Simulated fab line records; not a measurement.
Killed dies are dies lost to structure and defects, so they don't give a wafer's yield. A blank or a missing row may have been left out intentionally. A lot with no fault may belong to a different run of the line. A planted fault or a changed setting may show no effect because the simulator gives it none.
Which of the tools did it?	flow sky130	15 lots with 45 wafers sampled at 5 steps, on a route of 708 steps

== WHAT EACH GAUGE READ, for each wafer ==
SKY_VT_ADJUST_NCORE_TW_MEAS_11. Usual: for VT_ADJUST_NCORE_TW the level is 218.6 and the standard deviation is 1.8.
lot	measured	on	VT_ADJUST_NCORE_TW	flag
L605	day 9 02:05	film_metro-02	220.8 221.4 220.9	
L606	day 9 12:55	film_metro-02	220.8 220.1 221.6	
L607	day 9 18:38	film_metro-01	219.3 219.4 219.2	
L609	day 10 12:46	film_metro-03	216.8 218.0 217.9	
L610	day 10 21:03	film_metro-03	217.1 218.3 215.8	
L611	day 10 23:36	film_metro-02	219.4 219.0 218.2	
L612	day 11 08:57	film_metro-03	215.2 216.7 215.9	
L613	day 11 21:00	film_metro-01	219.3 219.9 218.3	
L614	day 12 01:40	film_metro-03	219.0 217.2 217.2	
L615	day 12 06:43	film_metro-03	218.3 217.5 217.7	
L616	day 12 18:20	film_metro-02	220.2 220.7 220.5	
L617	day 13 02:12	film_metro-03	216.2 216.9 215.9	
L618	day 13 06:49	film_metro-02	219.0 220.1 220.8	
L625	day 15 10:52	film_metro-03	215.9 216.3 216.2	
L626	day 15 20:00	film_metro-01	220.3 220.8 219.8	

SKY_VT_ADJUST_PCH_TW_MEAS_10. Usual: for VT_ADJUST_PCH_TW the level is 142.9 and the standard deviation is 0.64.
lot	measured	on	VT_ADJUST_PCH_TW	flag
L605	day 11 01:40	film_metro-04	142.9 142.1 143.1	
L606	day 11 14:00	film_metro-01	142.5 142.9 142.8	
L607	day 11 20:28	film_metro-04	141.8 142.0 142.2	
L609	day 12 16:29	film_metro-02	143.3 143.8 142.4	
L610	day 13 01:08	film_metro-01	141.6 142.6 142.8	
L611	day 13 03:50	film_metro-02	142.5 142.9 142.6	
L612	day 13 12:23	film_metro-02	143.9 143.2 142.3	
L613	day 14 00:41	film_metro-02	143.2 143.8 143.2	
L614	day 14 05:38	film_metro-04	142.6 142.4 142.6	
L615	day 14 10:53	film_metro-02	144.4 143.7 143.1	
L616	day 14 22:16	film_metro-04	30.0 29.8 30.0	OFF
L617	day 15 07:05	film_metro-02	30.1 30.3 30.2	OFF
L618	day 15 12:26	film_metro-01	30.0 30.2 30.0	OFF
L625	day 17 23:32	film_metro-01	142.9 142.1 143.2	
L626	day 18 09:50	film_metro-04	142.0 142.2 142.9	

SKY_SONOS_TUNNEL_OVL_MEAS_08. Usual: for SONOS_TUNNEL_OVL the level is 0.2 nm and the standard deviation is 1.3.
lot	measured	on	SONOS_TUNNEL_OVL (nm)	flag
L605	day 12 03:26	overlay-02	-1.2 0.8 0.6	
L606	day 12 16:29	overlay-01	0.3 1.9 1.4	
L607	day 12 22:29	overlay-02	-0.1 1.7 -0.9	
L609	day 13 17:19	overlay-01	-2.3 -0.3 -1.8	
L610	day 14 02:07	overlay-01	-2.0 0.0 0.5	
L611	day 14 05:22	overlay-01	-2.6 -1.2 -2.3	
L612	day 14 14:34	overlay-01	0.3 0.7 0.8	
L613	day 15 03:46	overlay-02	-0.5 2.6 2.0	
L614	day 15 08:46	overlay-02	3.7 0.7 1.7	
L615	day 15 14:50	overlay-02	-1.8 -1.0 -1.9	
L625	day 19 07:07	overlay-01	-0.5 -0.1 1.0	
L626	day 19 18:04	overlay-01	0.4 -0.3 -1.5	

== EACH LOT AND THE TOOL THAT RAN IT (in order: tool; ch and the chambers of the sampled wafers; start) ==
lot	SKY_VT_ADJUST_PCH_IMPLANT_08	SKY_VT_ADJUST_PCH_STRIP_09
L605	implanter-01 ch 0, day 11 01:27	plasma_asher-04 ch 0,1, day 11 01:34
L606	implanter-02 ch 0, day 11 13:47	plasma_asher-03 ch 0,1, day 11 13:55
L607	implanter-04 ch 0, day 11 20:15	plasma_asher-02 ch 0,1, day 11 20:22
L609	implanter-04 ch 0, day 12 16:14	plasma_asher-03 ch 0,1, day 12 16:23
L610	implanter-01 ch 0, day 13 00:53	plasma_asher-02 ch 0,1, day 13 01:02
L611	implanter-01 ch 0, day 13 03:35	plasma_asher-03 ch 0,1, day 13 03:44
L612	implanter-02 ch 0, day 13 12:08	plasma_asher-04 ch 0,1, day 13 12:17
L613	implanter-02 ch 0, day 14 00:26	plasma_asher-03 ch 0, day 14 00:35
L614	implanter-02 ch 0, day 14 05:23	plasma_asher-03 ch 0,1, day 14 05:32
L615	implanter-04 ch 0, day 14 10:39	plasma_asher-02 ch 0,1, day 14 10:47
L616	implanter-02, day 14 22:03	plasma_asher-02 ch 0,1, day 14 22:10
L617	implanter-01, day 15 06:50	plasma_asher-02 ch 0,1, day 15 06:59
L618	implanter-04, day 15 12:11	plasma_asher-04 ch 0,1, day 15 12:20
L625	implanter-02 ch 0, day 17 23:18	plasma_asher-04 ch 0,1, day 17 23:26
L626	implanter-02 ch 0, day 18 09:35	plasma_asher-03 ch 0,1, day 18 09:44
- SKY_VT_ADJUST_PCH_IMPLANT_08
- SKY_VT_ADJUST_PCH_STRIP_09: strips in O2/N2.

== AS READ BY THE TOOLS THEMSELVES (means over the sampled wafers that have a number; for cases with no such wafer, the mark the record gives instead) ==
SKY_VT_ADJUST_PCH_IMPLANT_08. Usual: beam_energy_keV 10.001, standard deviation 0.0034; beam_on_s 10.01 s, standard deviation 0.2.
lot	tool	beam_energy_keV	beam_on_s (s)	flag
L605	implanter-01	9.999	10.05	
L606	implanter-02	9.999	9.97	
L607	implanter-04	10.004	9.99	
L609	implanter-04	10.005	10.16	
L610	implanter-01	10.001	10.09	
L611	implanter-01	9.998	9.95	
L612	implanter-02	10.004	10.07	
L613	implanter-02	10.001	9.99	
L614	implanter-02	10.001	9.96	
L615	implanter-04	9.999	9.93	
L616	implanter-02	-	-	OFF
L617	implanter-01	-	-	OFF
L618	implanter-04	-	-	OFF
L625	implanter-02	9.996	10.06	
L626	implanter-02	10.001	9.96	

SKY_VT_ADJUST_PCH_STRIP_09. Usual: drypump_motor_current_A 5.8 A, standard deviation 0.46; n2_flow_sccm 300.0 sccm, standard deviation 0.85; oes_product_au 0.723 a.u., standard deviation 0.0046; strip_time_to_endpoint_s 36.93 s, standard deviation 0.094.
lot	tool	drypump_motor_current_A (A)	n2_flow_sccm (sccm)	oes_product_au (a.u.)	strip_time_to_endpoint_s (s)	flag
L605	plasma_asher-04	5.9	300.7	0.721	36.95	
L606	plasma_asher-03	5.6	299.8	0.724	36.93	
L607	plasma_asher-02	5.7	299.5	0.722	37.11	
L609	plasma_asher-03	6.1	298.7	0.717	37.02	
L610	plasma_asher-02	5.7	299.7	0.724	36.96	
L611	plasma_asher-03	5.6	300.6	0.725	36.84	
L612	plasma_asher-04	5.8	298.4	0.720	36.83	
L613	plasma_asher-03	4.9	299.6	0.723	36.92	
L614	plasma_asher-03	6.1	299.7	0.728	36.92	
L615	plasma_asher-02	5.7	299.9	0.725	36.82	
L616	plasma_asher-02	5.7	299.9	0.723	36.97	
L617	plasma_asher-02	5.9	300.7	0.720	36.94	
L618	plasma_asher-04	5.9	299.9	0.722	36.94	
L625	plasma_asher-04	5.9	300.1	0.724	36.75	
L626	plasma_asher-03	6.1	301.0	0.719	37.04	

== THE ANSWER, worked out from the rows above alone ==
Rule: take the mean of a lot's wafers that have a number; if it is more than 3 standard deviations from the usual mean, the lot is off. Also off: a lot with no number at a reading for which 4 or more lots have one. The other lots that the step has rows for count as sound. Order of review: gauges by route order, followed by the tools' own readings, for which a lot's mean as printed above is used. The first step at which some lot is off is used, and at that step the reading that is off furthest; a lot without a number counts as furthest.
Off: L616, L617, L618, at SKY_VT_ADJUST_PCH_TW_MEAS_10 (VT_ADJUST_PCH_TW).
If a tool, at a process step before that reading, ran all the lots that are off and no sound lot after the first of them, it fits. The gauges at SKY_VT_ADJUST_PCH_TW_MEAS_10 aren't tried: what is off there is off at SKY_VT_ADJUST_PCH_IMPLANT_08 too, on other tools, and a gauge's error can't cause that. None of those tried fits.

== WHAT THE SIMULATOR HAD INSERTED ==
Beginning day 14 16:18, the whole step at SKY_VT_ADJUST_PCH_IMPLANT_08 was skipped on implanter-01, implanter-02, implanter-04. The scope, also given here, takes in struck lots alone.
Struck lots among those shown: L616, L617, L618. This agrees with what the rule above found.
